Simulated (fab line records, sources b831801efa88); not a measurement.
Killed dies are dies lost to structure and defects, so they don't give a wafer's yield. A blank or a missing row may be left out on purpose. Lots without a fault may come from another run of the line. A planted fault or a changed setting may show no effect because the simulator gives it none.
fab line records | flow gf180mcu
record lots=24 wafers=72 last_day=34
route steps=602 shown V2@384 M4@471 M5@537 V5@554
lots that met no fault: from a run of the same line without faults
start_h: hours from the record's first day to the start of the lot's first wafer shown | wait_h: hours since the lot's step before | " the same as in the row above | L1.1+2: a row that stands for several wafers | - no value, or no start given | * or withheld: withheld | < > ~ a bound
route shown NAME@n: a module of which the file shows steps, and the number in the route of the first | usual: mean/standard deviation of fault-free wafers | same: alike in all rows | chamber/n: place in a boat | sites: the reading at each site | _std_site: their standard deviation | _edge_site: outer sites' mean less inner sites' | radius_mm: how far each site lies from the wafer's centre | mask NAME#n: copy n | behind: the tool/chamber that last shaped the wafer | hold: why the lot was held/for how many hours/how that ended | device: the transistor (n, p or np) that didn't switch | end of line: the same wafers' tests at the end of the route | a step without rows: its recipe alone | killed: dies lost to structure and defects at the first sort, not the wafer's yield | map: a wafer's dies, x killed, . not, _ none there
set.NAME: the setting as run; set.NAME@STEP: as run at that earlier step | model.NAME: the simulator's own value behind a step, which no gauge read
steps of the route over a sample of lots; a table a step, a row a wafer
services: from which hour (start_h, from the record's first day; less than 0 if before it) a tool's chamber was out of use, for how many hours, and why
## steps
# step GF_V2_CVD_02
# recipe material=SiO2 target_thk_nm=850 precursor=TEOS temp_c=400 time_s=94.851 rf_w=600
# usual heater_power_outer_w=350/52 heater_power_w=616/65
# columns lot.wafer tool chamber start_h wait_h heater_power_outer_w heater_power_w
L074.1 pecvd-04 2 447.79 0.1 254 513
L074.3 " 0 " " 332 615
L074.5 " 2 " " 270 556
L075.2 pecvd-01 0 452.18 0.0 354 635
L075.3 " 1 " " 393 648
L075.6 " 2 " " 412 741
L077.2 pecvd-01 2 460.48 0.0 404 722
L077.3 " 1 " " 409 655
L077.5 " 1 " " 313 523
L076.2 pecvd-01 1 464.64 0.0 335 565
L076.3 " 2 " " 376 696
L076.5 " 2 " " 400 706
L078.1 pecvd-04 2 478.05 0.1 276 553
L078.2 " 1 " " 373 627
L078.5 " 0 " " 405 725
L079.3 pecvd-01 0 484.80 0.0 342 633
L079.5 " 0 " " 358 647
L079.6 " 2 " " 305 586
L080.4 pecvd-04 0 496.84 0.1 418 710
L080.5 " 1 " " 373 654
L080.6 " 2 " " 222 480
L081.1 pecvd-03 0 502.09 0.1 365 606
L081.2 " 2 " " 402 579
L081.3 " 1 " " 384 654
L082.2 pecvd-03 1 517.78 0.0 382 663
L082.3 " 2 " " 352 529
L082.6 " 1 " " 292 532
L083.4 pecvd-01 1 525.48 0.1 302 515
L083.5 " 2 " " 309 563
L083.6 " 0 " " 360 630
L084.1 pecvd-03 0 530.54 0.1 325 545
L084.4 " 1 " " 287 530
L084.5 " 2 " " 445 664
L085.1 pecvd-03 1 540.75 0.1 314 572
L085.4 " 1 " " 355 627
L085.6 " 0 " " 291 522
L086.1 pecvd-01 0 549.44 0.1 369 635
L086.2 " 1 " " 403 633
L086.3 " 2 " " 375 680
L087.3 pecvd-04 2 560.39 0.0 308 590
L087.5 " 2 " " 215 467
L087.6 " 1 " " 384 674
L089.2 pecvd-04 1 575.26 0.0 313 562
L089.4 " 1 " " 360 631
L089.6 " 2 " " 216 461
L088.2 pecvd-03 1 576.58 0.0 381 663
L088.4 " 0 " " 373 631
L088.5 " 2 " " 408 608
L091.2 pecvd-01 2 590.04 0.0 411 731
L091.3 " 0 " " 305 583
L091.4 " 0 " " 334 605
L090.1 pecvd-04 1 591.30 0.1 395 639
L090.2 " 0 " " 375 646
L090.3 " 2 " " 230 476
L092.3 pecvd-04 1 601.38 0.0 418 699
L092.5 " 1 " " 297 547
L092.6 " 0 " " 369 666
L093.2 pecvd-01 1 610.44 0.0 333 558
L093.3 " 0 " " 317 589
L093.6 " 0 " " 346 623
L095.1 pecvd-01 1 612.08 0.1 392 626
L095.3 " 2 " " 406 713
L095.5 " 2 " " 296 584
L094.1 pecvd-04 0 613.95 0.1 377 706
L094.3 " 1 " " 400 694
L094.5 " 2 " " 313 582
L096.1 pecvd-04 0 625.43 0.1 413 713
L096.3 " 1 " " 396 671
L096.5 " 0 " " 301 570
L097.2 pecvd-04 2 633.20 0.0 308 580
L097.3 " 1 " " 364 609
L097.5 " 2 " " 219 468
# step GF_M4_OVL_MEAS_15
# usual M4_OVL=-1/5.1
# columns lot.wafer tool chamber start_h wait_h M4_OVL[nm]
L074.1 overlay-01 - 546.27 0.1 -3
L074.3 " - " " 7
L074.5 " - " " 3
L075.2 overlay-01 - 556.87 0.1 5
L075.3 " - " " 6
L075.6 " - " " -2
L077.2 overlay-02 - 558.62 0.1 2
L077.3 " - " " -3
L077.5 " - " " 0
L076.2 overlay-01 - 562.78 0.1 5
L076.3 " - " " 4
L076.5 " - " " -6
L078.1 overlay-02 - 574.77 0.1 5
L078.2 " - " " 1
L078.5 " - " " 0
L079.3 overlay-01 - 580.18 0.1 2
L079.5 " - " " 9
L079.6 " - " " 2
L080.4 overlay-01 - 593.13 0.1 5
L080.5 " - " " -1
L080.6 " - " " 1
L081.1 overlay-02 - 596.46 0.1 -5
L081.2 " - " " -2
L081.3 " - " " -2
L082.2 overlay-02 - 611.37 0.1 -8
L082.3 " - " " 4
L082.6 " - " " -2
L083.4 overlay-02 - 618.69 0.1 1
L083.5 " - " " -2
L083.6 " - " " -2
L084.1 overlay-02 - 624.12 0.1 -13
L084.4 " - " " 1
L084.5 " - " " -12
L085.1 overlay-02 - 632.56 0.1 8
L085.4 " - " " 5
L085.6 " - " " -1
L086.1 overlay-02 - 639.26 0.1 -1
L086.2 " - " " 7
L086.3 " - " " 1
L087.3 overlay-01 - 650.13 0.1 -6
L087.5 " - " " -6
L087.6 " - " " -8
L089.2 overlay-02 - 662.93 0.1 0
L089.4 " - " " 3
L089.6 " - " " -3
L088.2 overlay-01 - 664.68 0.1 -5
L088.4 " - " " -1
L088.5 " - " " -3
L091.2 overlay-02 - 676.37 0.1 -13
L091.3 " - " " -1
L091.4 " - " " -7
L090.1 overlay-01 - 677.87 0.1 -1
L090.2 " - " " 3
L090.3 " - " " -1
L092.3 overlay-02 - 687.18 0.1 2
L092.5 " - " " -1
L092.6 " - " " -6
L093.2 overlay-01 - 693.92 0.1 -2
L093.3 " - " " -4
L093.6 " - " " -9
L095.1 overlay-01 - 697.01 0.1 -2
L095.3 " - " " -9
L095.5 " - " " -4
L094.1 overlay-02 - 698.51 0.1 -9
L094.3 " - " " -8
L094.5 " - " " -4
L096.1 overlay-01 - 707.47 0.1 -10
L096.3 " - " " -5
L096.5 " - " " 2
L097.2 overlay-01 - 715.02 0.1 0
L097.3 " - " " -6
L097.5 " - " " -8
# step GF_M5_STRIP_11
# recipe chemistry=O2/N2 power_w=1400 pressure_mtorr=1500 platen_temp_c=250 o2_flow_sccm=3000 n2_flow_sccm=300 overash_fraction=0.5
# usual drypump_motor_current_A=5.5/0.32 heater_power_w=338/27 o2_flow_sccm=2999/8.9 oes_product_au=0.522/0.0051 strip_time_to_endpoint_s=7.02/0.049
# columns lot.wafer tool chamber start_h wait_h drypump_motor_current_A heater_power_w o2_flow_sccm oes_product_au rf_hours_counter_h strip_time_to_endpoint_s
L074.1 plasma_asher-04 0 616.31 0.1 6.1 365 2988 0.522 79 7.01
L074.3 " 1 " " 5.6 329 3007 0.521 - 7.01
L074.5 " 0 " " 6.1 362 2976 0.516 - 7.06
L075.2 plasma_asher-03 1 625.41 0.1 5.6 364 2993 0.523 50 7.08
L075.3 " 0 " " 5.6 345 3014 0.523 - 7.07
L075.6 " 1 " " 5.6 364 2992 0.529 - 7.10
L077.2 plasma_asher-03 0 626.06 0.1 5.6 348 3007 0.524 50 7.04
L077.3 " 1 " " 5.6 367 2992 0.517 - 7.03
L077.5 " 1 " " 5.6 364 2998 0.514 - 6.99
L076.2 plasma_asher-03 0 630.01 0.1 5.6 339 3000 0.513 50 6.98
L076.3 " 0 " " 5.6 352 2990 0.516 - 6.97
L076.5 " 1 " " 5.6 363 3011 0.512 - 6.95
L078.1 plasma_asher-03 0 641.11 0.1 5.6 344 2992 0.528 51 7.07
L078.2 " 1 " " 5.6 363 3006 0.522 51 7.02
L078.5 " 0 " " 5.6 355 2997 0.521 - 7.04
L079.3 plasma_asher-01 1 646.67 0.2 5.4 308 3009 0.527 - 6.95
L079.5 " 0 " " 5.0 294 2993 0.508 - 6.91
L079.6 " 1 " " 5.4 310 3011 0.515 - 6.94
L080.4 plasma_asher-03 1 658.83 0.1 5.6 363 2998 0.525 - 7.09
L080.5 " 1 " " 5.6 358 3001 0.521 - 7.08
L080.6 " 0 " " 5.6 344 3007 0.523 - 7.05
L081.1 plasma_asher-04 1 662.26 0.1 5.5 318 3009 0.528 83 7.02
L081.2 " 0 " " 6.1 376 2997 0.525 83 6.98
L081.3 " 0 " " 6.1 371 3000 0.524 - 7.01
L082.2 plasma_asher-01 0 675.86 0.1 4.9 300 3008 0.531 105 7.01
L082.3 " 1 " " 5.4 309 2996 0.513 - 6.99
L082.6 " 1 " " 5.4 315 2998 0.523 - 6.99
L083.4 plasma_asher-04 0 682.44 0.1 6.1 370 3003 0.522 - 7.02
L083.5 " 0 " " 6.1 379 2990 0.520 - 6.99
L083.6 " 1 " " 5.6 320 2988 0.508 - 6.92
L084.1 plasma_asher-01 1 686.52 0.1 5.4 304 3001 0.522 106 7.06
L084.4 " 0 " " 5.0 288 2988 0.530 - 7.07
L084.5 " 1 " " 5.4 306 2994 0.524 - 6.95
L085.1 plasma_asher-03 0 695.95 0.1 5.6 347 3003 0.525 57 7.04
L085.4 " 0 " " 5.6 340 3007 0.525 - 7.02
L085.6 " 0 " " 5.6 347 2993 0.525 - 7.02
L086.1 plasma_asher-03 1 701.83 0.1 5.6 359 2982 0.525 58 7.06
L086.2 " 0 " " 5.6 344 3007 0.516 58 7.10
L086.3 " 0 " " 5.6 347 3020 0.525 - 7.05
L087.3 plasma_asher-03 0 711.39 0.1 5.6 353 2976 0.529 - 6.97
L087.5 " 0 " " 5.6 345 2994 0.519 - 6.98
L087.6 " 1 " " 5.6 365 3007 0.527 - 6.98
L089.2 plasma_asher-01 0 722.20 0.1 5.0 293 3004 0.518 110 6.99
L089.4 " 0 " " 4.9 298 3000 0.520 - 6.98
L089.6 " 1 " " 5.5 312 2998 0.524 - 6.98
L088.2 plasma_asher-03 0 724.01 0.1 5.6 356 2982 0.517 60 7.08
L088.4 " 1 " " 5.6 361 3012 0.527 - 7.07
L088.5 " 0 " " 5.6 350 2989 0.528 - 7.06
L091.2 plasma_asher-01 1 733.60 0.2 5.4 317 2989 0.524 111 7.07
L091.3 " 0 " " 4.9 297 2991 0.523 - 7.09
L091.4 " 1 " " 5.4 312 2998 0.523 - 7.09
L090.1 plasma_asher-04 1 735.11 0.1 5.6 313 2993 0.522 91 7.02
L090.2 " 0 " " 6.1 372 3019 0.527 91 7.09
L090.3 " 1 " " 5.5 327 2999 0.525 - 6.99
L092.3 plasma_asher-03 0 744.99 0.1 5.6 343 2995 0.516 - 6.95
L092.5 " 0 " " 5.6 344 2998 0.526 - 6.99
L092.6 " 1 " " 5.6 369 3008 0.520 - 6.96
L093.2 plasma_asher-04 1 750.08 0.2 5.6 324 2995 0.514 92 7.00
L093.3 " 1 " " 5.5 327 3005 0.522 - 7.01
L093.6 " 1 " " 5.6 326 2996 0.518 - 7.00
L095.1 plasma_asher-01 0 752.61 0.1 4.9 300 2999 0.515 1 7.00
L095.3 " 0 " " 5.0 301 3002 0.522 - 7.02
L095.5 " 0 " " 4.9 296 3009 0.527 - 6.98
L094.1 plasma_asher-01 1 754.80 0.1 5.4 312 3017 0.515 1 7.03
L094.3 " 1 " " 5.4 311 2995 0.521 - 7.03
L094.5 " 0 " " 5.0 298 2996 0.523 - 7.02
L096.1 plasma_asher-04 1 762.76 0.1 5.6 318 3009 0.523 94 6.97
L096.3 " 0 " " 6.1 368 2986 0.519 - 7.04
L096.5 " 1 " " 5.6 322 3007 0.528 - 7.06
L097.2 plasma_asher-04 0 769.30 0.1 6.1 366 3000 0.521 94 7.01
L097.3 " 0 " " 6.2 364 2997 0.520 - 7.02
L097.5 " 1 " " 5.5 324 2998 0.518 - 6.98
# step GF_V5_CD_MEAS_14
# recipe target_cd_nm=260
# usual cd_nm=259.7/1.1
# columns lot.wafer tool chamber start_h wait_h cd_nm
L074.1 cd_sem-02 - 638.20 0.1 259.2
L074.3 " - " " 258.6
L074.5 " - " " 260.7
L075.2 cd_sem-02 - 646.57 0.1 262.7
L075.3 " - " " 261.5
L075.6 " - " " 261.1
L077.2 cd_sem-02 - 647.82 0.1 258.3
L077.3 " - " " 259.0
L077.5 " - " " 259.0
L076.2 cd_sem-02 - 652.21 0.1 258.6
L076.3 " - " " 259.2
L076.5 " - " " 258.8
L078.1 cd_sem-01 - 662.59 0.1 258.9
L078.2 " - " " 259.6
L078.5 " - " " 260.5
L079.3 cd_sem-01 - 667.08 0.1 260.5
L079.5 " - " " 260.3
L079.6 " - " " 260.7
L080.4 cd_sem-02 - 679.25 0.1 257.9
L080.5 " - " " 258.1
L080.6 " - " " 258.7
L081.1 cd_sem-02 - 682.44 0.1 261.2
L081.2 " - " " 260.5
L081.3 " - " " 260.3
L082.2 cd_sem-02 - 696.56 0.1 260.8
L082.3 " - " " 261.0
L082.6 " - " " 259.8
L083.4 cd_sem-01 - 702.77 0.1 259.8
L083.5 " - " " 259.5
L083.6 " - " " 260.4
L084.1 cd_sem-02 - 706.39 0.1 261.1
L084.4 " - " " 260.9
L084.5 " - " " 259.8
L085.1 cd_sem-02 - 715.35 0.1 259.8
L085.4 " - " " 260.1
L085.6 " - " " 258.7
L086.1 cd_sem-02 - 720.74 0.1 258.3
L086.2 " - " " 258.2
L086.3 " - " " 258.7
L087.3 cd_sem-01 - 729.73 0.1 261.0
L087.5 " - " " 260.1
L087.6 " - " " 259.0
L089.2 cd_sem-02 - 740.71 0.1 259.9
L089.4 " - " " 259.0
L089.6 " - " " 259.4
L088.2 cd_sem-02 - 742.32 0.1 262.0
L088.4 " - " " 260.4
L088.5 " - " " 260.8
L091.2 cd_sem-01 - 751.21 0.1 260.7
L091.3 " - " " 260.2
L091.4 " - " " 260.1
L090.1 cd_sem-01 - 752.79 0.1 258.8
L090.2 " - " " 259.0
L090.3 " - " " 259.5
L092.3 cd_sem-02 - 763.19 0.1 259.4
L092.5 " - " " 260.1
L092.6 " - " " 258.7
L093.2 cd_sem-02 - 767.46 0.1 259.3
L093.3 " - " " 259.6
L093.6 " - " " 260.1
L095.1 cd_sem-02 - 770.09 0.1 257.6
L095.3 " - " " 258.4
L095.5 " - " " 256.0
L094.1 cd_sem-01 - 771.79 0.1 262.0
L094.3 " - " " 260.1
L094.5 " - " " 260.0
L096.1 cd_sem-01 - 779.94 0.1 258.7
L096.3 " - " " 259.1
L096.5 " - " " 259.3
L097.2 cd_sem-01 - 785.21 0.1 258.8
L097.3 " - " " 259.2
L097.5 " - " " 259.7
# step GF_V5_SPUTTER_22
# recipe material=TiN target_thk_nm=10 chamber_pressure_pa=5 power_w=4000 time_s=40
# usual throttle_valve_pct=29.4/1.1
# columns lot.wafer tool chamber start_h wait_h throttle_valve_pct
L074.1 pvd_sputter-04 - 639.14 0.0 29.5
L074.3 " - " " 28.2
L074.5 " - " " 29.2
L075.2 pvd_sputter-01 - 647.49 0.0 28.0
L075.3 " - " " 29.3
L075.6 " - " " 28.1
L077.2 pvd_sputter-04 - 648.77 0.0 29.5
L077.3 " - " " 29.2
L077.5 " - " " 28.7
L076.2 pvd_sputter-04 - 653.10 0.0 29.1
L076.3 " - " " 29.4
L076.5 " - " " 29.3
L078.1 pvd_sputter-01 - 663.50 0.0 31.7
L078.2 " - " " 29.0
L078.5 " - " " 30.5
L079.3 pvd_sputter-03 - 667.95 0.0 30.1
L079.5 " - " " 30.0
L079.6 " - " " 28.4
L080.4 pvd_sputter-04 - 680.13 0.0 29.5
L080.5 " - " " 28.8
L080.6 " - " " 29.0
L081.1 pvd_sputter-03 - 683.38 0.0 29.9
L081.2 " - " " 29.8
L081.3 " - " " 30.0
L082.2 pvd_sputter-04 - 697.45 0.0 29.5
L082.3 " - " " 28.0
L082.6 " - " " 28.0
L083.4 pvd_sputter-01 - 703.62 0.0 30.6
L083.5 " - " " 30.6
L083.6 " - " " 28.3
L084.1 pvd_sputter-01 - 707.29 0.0 30.4
L084.4 " - " " 31.8
L084.5 " - " " 31.6
L085.1 pvd_sputter-01 - 716.25 0.0 29.3
L085.4 " - " " 30.8
L085.6 " - " " 31.6
L086.1 pvd_sputter-01 - 721.65 0.0 28.2
L086.2 " - " " 28.8
L086.3 " - " " 31.5
L087.3 pvd_sputter-03 - 730.63 0.0 29.8
L087.5 " - " " 28.6
L087.6 " - " " 30.0
L089.2 pvd_sputter-03 - 741.59 0.0 29.6
L089.4 " - " " 30.0
L089.6 " - " " 28.5
L088.2 pvd_sputter-04 - 743.22 0.0 28.2
L088.4 " - " " 29.6
L088.5 " - " " 29.4
L091.2 pvd_sputter-03 - 752.09 0.0 29.9
L091.3 " - " " 29.9
L091.4 " - " " 29.9
L090.1 pvd_sputter-04 - 753.69 0.0 28.9
L090.2 " - " " 29.4
L090.3 " - " " 29.4
L092.3 pvd_sputter-01 - 764.08 0.0 29.1
L092.5 " - " " 31.4
L092.6 " - " " 28.9
L093.2 pvd_sputter-04 - 768.38 0.0 29.2
L093.3 " - " " 28.8
L093.6 " - " " 29.6
L095.1 pvd_sputter-01 - 770.99 0.0 30.6
L095.3 " - " " 28.1
L095.5 " - " " 30.7
L094.1 pvd_sputter-01 - 772.70 0.0 28.3
L094.3 " - " " 28.9
L094.5 " - " " 29.0
L096.1 pvd_sputter-01 - 780.97 0.0 30.5
L096.3 " - " " 31.6
L096.5 " - " " 30.8
L097.2 pvd_sputter-03 - 786.24 0.0 28.5
L097.3 " - " " 29.6
L097.5 " - " " 29.6
# step GF_V5_THK_MEAS_25
# recipe thk_meas_gauge=xrf reads=W_of_V5_CVD_23
# usual V5_W_THK=352/3.6
# columns lot.wafer tool chamber start_h wait_h V5_W_THK[nm]
L074.1 film_metro-03 - 639.41 0.1 354
L074.3 " - " " 354
L074.5 " - " " 358
L075.2 film_metro-03 - 647.78 0.1 353
L075.3 " - " " 353
L075.6 " - " " 353
L077.2 film_metro-01 - 649.05 0.1 350
L077.3 " - " " 344
L077.5 " - " " 349
L076.2 film_metro-01 - 653.38 0.1 351
L076.3 " - " " 352
L076.5 " - " " 355
L078.1 film_metro-03 - 663.77 0.1 354
L078.2 " - " " 353
L078.5 " - " " 355
L079.3 film_metro-03 - 668.24 0.1 350
L079.5 " - " " 350
L079.6 " - " " 351
L080.4 film_metro-01 - 680.43 0.1 353
L080.5 " - " " 350
L080.6 " - " " 357
L081.1 film_metro-01 - 683.65 0.1 353
L081.2 " - " " 354
L081.3 " - " " 358
L082.2 film_metro-03 - 697.73 0.1 358
L082.3 " - " " 347
L082.6 " - " " 349
L083.4 film_metro-01 - 703.92 0.1 346
L083.5 " - " " 351
L083.6 " - " " 345
L084.1 film_metro-01 - 707.57 0.1 350
L084.4 " - " " 350
L084.5 " - " " 351
L085.1 film_metro-03 - 716.53 0.1 356
L085.4 " - " " 355
L085.6 " - " " 364
L086.1 film_metro-01 - 721.92 0.1 351
L086.2 " - " " 346
L086.3 " - " " 350
L087.3 film_metro-02 - 730.92 0.1 357
L087.5 " - " " 352
L087.6 " - " " 357
L089.2 film_metro-03 - 741.88 0.1 358
L089.4 " - " " 356
L089.6 " - " " 354
L088.2 film_metro-03 - 743.50 0.1 350
L088.4 " - " " 347
L088.5 " - " " 350
L091.2 film_metro-03 - 752.38 0.1 355
L091.3 " - " " 355
L091.4 " - " " 350
L090.1 film_metro-02 - 753.97 0.1 353
L090.2 " - " " 353
L090.3 " - " " 355
L092.3 film_metro-01 - 764.38 0.1 354
L092.5 " - " " 351
L092.6 " - " " 352
L093.2 film_metro-02 - 768.66 0.1 349
L093.3 " - " " 351
L093.6 " - " " 349
L095.1 film_metro-01 - 771.26 0.1 353
L095.3 " - " " 350
L095.5 " - " " 351
L094.1 film_metro-01 - 772.97 0.1 349
L094.3 " - " " 351
L094.5 " - " " 349
L096.1 film_metro-03 - 781.24 0.1 358
L096.3 " - " " 354
L096.5 " - " " 355
L097.2 film_metro-01 - 786.52 0.1 347
L097.3 " - " " 347
L097.5 " - " " 348
## services
# columns tool chamber start_h hours kind
pvd_sputter-01 - 457.89 2.2 repair
pvd_sputter-04 - 465.46 0.9 repair
plasma_asher-03 - 476.37 2.8 pm
plasma_asher-04 - 490.99 10.5 repair
plasma_asher-03 - 495.15 13.1 repair
pvd_sputter-01 - 497.32 1.1 repair
plasma_asher-04 - 497.71 1.2 repair
pecvd-01 - 506.33 0.8 repair
pvd_sputter-04 - 531.92 3.7 repair
pecvd-01 0 541.14 4.4 repair
pvd_sputter-01 - 580.42 7.6 repair
pecvd-01 2 605.31 6.3 repair
plasma_asher-03 - 633.45 2.0 repair
pecvd-01 - 686.19 0.5 repair
pvd_sputter-01 - 690.27 3.1 repair
pecvd-01 - 712.92 1.3 repair
pvd_sputter-01 - 712.98 2.2 repair
pvd_sputter-04 - 716.38 0.7 repair
pecvd-04 - 720.69 4.3 repair
pvd_sputter-01 - 722.39 36.2 repair
plasma_asher-01 - 733.75 9.0 pm
plasma_asher-01 - 775.37 2.8 pm
pvd_sputter-04 - 782.63 7.4 repair
pvd_sputter-01 - 783.51 6.0 repair
## key
fault none
